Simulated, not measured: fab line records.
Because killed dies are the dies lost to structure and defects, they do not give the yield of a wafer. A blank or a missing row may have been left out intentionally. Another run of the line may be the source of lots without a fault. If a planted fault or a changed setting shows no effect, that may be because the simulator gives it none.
fab line records    flow sfqLine
[record] lots = 14  wafers = 42  lastDay = 77
route steps=325 shown M7@292
lots that met no fault: taken from a fault-free run of the same line
startH: start of the lot's first displayed wafer, in hours after the record's first day    waitH: hours since the lot's step before    " repeats the value in the row above    L1.1+2: one row covering several wafers at once    - either no value or no given start    * or withheld: withheld    < > ~ a bound
route shown NAME@n: a module of which the file shows steps, and the number in the route of the first    usual: average and standard deviation across the fault-free wafers    same: alike in all rows    chamber/n: place in a boat    sites: the reading at each site    _std_site: the standard deviation of these    _edge_site: mean of outer sites minus mean of inner sites    radiusMm: for every site, how far away it sits from the centre of the wafer    mask NAME#n: copy n    behind: the last tool/chamber to shape the wafer    hold: reason for holding the lot/hours on hold/outcome of the hold    device: the n, p or np transistor that did not switch    end of line: the route-end tests of the same wafers    a step given without rows: its recipe and nothing more    killed: count of dies lost to structure and defects at first sort (not the wafer's yield)    map: per-die view of a wafer (x killed, . not killed, _ where there is no die)
set.NAME: the run value of the setting; set.NAME@STEP: its run value at that earlier step    model.NAME: the simulator's own value behind a step, which no gauge read
one table for each step of the route and one row for each wafer, over a sample of lots
services: when a tool's chamber went out of use (startH, in hours from the record's first day, below 0 if earlier), for how many hours, and the reason
[[steps]]
[step SFQ_TRILAYER_M7_BARC_OPEN_METAL_ETCH_229]
[recipe] maskMaterial = PR  chemistry = O2  targetDepthNm = 125  target = BARC  icpW = 600  biasW = 80  pressureMtorr = 10  timeS = 41.7
[usual] biasW = 80.00/0.24  chamberPressureMTorr = 9.999/0.01  drypumpMotorCurrentA = 5.6/0.47  oesProductAu = 0.686/0.0045
lot.wafer  tool         chamber  startH   waitH  biasW  chamberPressureMTorr  drypumpMotorCurrentA  oesProductAu  rfHoursCounterH
L650.2     rieMetal-01  1        1537.92  0.0    80.52  10.002                5.8                   0.687         86
L650.3     "            1        "        "      80.10  9.999                 5.9                   0.684         -
L650.5     "            1        "        "      80.13  9.991                 5.8                   0.683         -
L651.2     rieMetal-01  1        1546.42  0.0    80.00  10.011                5.8                   0.691         87
L651.4     "            0        "        "      79.91  9.983                 5.0                   0.684         -
L651.6     "            0        "        "      79.79  10.010                5.0                   0.680         -
L652.1     rieMetal-01  1        1550.26  0.0    80.04  10.003                5.8                   0.681         88
L652.3     "            1        "        "      80.14  10.012                5.8                   0.684         -
L652.6     "            0        "        "      79.82  9.989                 5.0                   0.692         -
L653.1     rieMetal-03  1        1556.02  0.0    79.61  9.986                 5.3                   0.681         6
L653.2     "            0        "        "      80.07  10.005                5.1                   0.692         19
L653.6     "            0        "        "      80.22  9.999                 5.1                   0.683         -
L654.1     rieMetal-01  1        1577.62  0.0    79.83  9.994                 5.9                   0.680         94
L654.3     "            0        "        "      80.34  10.001                5.0                   0.687         -
L654.5     "            1        "        "      79.93  9.992                 5.8                   0.684         -
L658.3     rieMetal-03  0        1597.25  0.0    81.85  10.016                5.1                   0.678         -
L658.4     "            1        "        "      82.14  9.990                 5.3                   0.695         -
L658.5     "            0        "        "      81.67  10.000                5.1                   0.684         -
L660.3     rieMetal-02  1        1609.25  0.0    79.86  10.012                5.6                   0.688         -
L660.5     "            0        "        "      79.97  9.988                 6.4                   0.677         -
L660.6     "            1        "        "      79.68  10.008                5.6                   0.679         -
L661.1     rieMetal-03  0        1615.23  0.0    81.82  9.997                 5.1                   0.684         30
L661.2     "            1        "        "      81.80  10.003                5.3                   0.691         17
L661.6     "            1        "        "      81.63  10.002                5.3                   0.684         -
L666.2     rieMetal-02  1        1644.52  0.0    80.38  9.989                 5.6                   0.680         95
L666.3     "            1        "        "      80.24  10.007                5.6                   0.686         -
L666.4     "            0        "        "      80.25  9.998                 6.4                   0.673         -
L667.3     rieMetal-01  1        1646.94  0.0    79.91  10.003                5.8                   0.689         -
L667.5     "            0        "        "      79.77  9.985                 5.0                   0.686         -
L667.6     "            1        "        "      80.21  9.996                 5.8                   0.687         -
L668.1     rieMetal-02  0        1648.12  0.0    80.08  10.002                6.4                   0.683         78
L668.2     "            1        "        "      79.54  9.998                 5.6                   0.686         96
L668.3     "            1        "        "      79.85  9.986                 5.6                   0.678         -
L671.1     rieMetal-01  1        1669.52  0.0    79.74  10.000                5.8                   0.695         108
L671.4     "            1        "        "      79.78  9.997                 5.8                   0.683         -
L671.5     "            0        "        "      80.45  10.014                5.0                   0.686         -
L672.4     rieMetal-03  1        1670.74  0.0    79.83  10.013                5.3                   0.687         -
L672.5     "            1        "        "      79.94  10.002                5.3                   0.684         -
L672.6     "            0        "        "      80.07  9.980                 5.1                   0.690         -
L673.2     rieMetal-01  1        1674.32  0.0    79.95  9.989                 5.8                   0.678         109
L673.5     "            1        "        "      79.91  9.984                 5.9                   0.685         -
L673.6     "            0        "        "      80.35  9.991                 5.0                   0.680         -
[[services]]
tool         chamber  startH   hours  kind
rieMetal-02  -        1561.17  1.3    repair
rieMetal-01  -        1569.53  2.8    pm
rieMetal-03  0        1588.09  4.3    repair
rieMetal-03  1        1588.18  6.6    repair
rieMetal-03  -        1592.42  1.4    pm
rieMetal-02  -        1632.57  2.8    pm
rieMetal-03  -        1636.12  0.2    repair
rieMetal-01  1        1657.75  1.2    repair
[[key]]
[firstSign] step = SFQ_TRILAYER_M7_BARC_OPEN_METAL_ETCH_229  reading = biasW  direction = up  sigmas = 7.5  usual = 80.00  struck = 81.82
effect none on later readings
metAt SFQ_TRILAYER_M7_BARC_OPEN_METAL_ETCH_229
struckLots L658,L661
onsetBetween 1556.02 1597.25
[fault] kind = processParameterDrift  tool = rieMetal-03  chamber = -  onsetH = 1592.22  steps = SFQ_TRILAYER_M7_BARC_OPEN_METAL_ETCH_229  channel = biasW  offset = 2.0157  shape = step  endH = 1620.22  actsIn = theseRecipesOnly  stated = 80
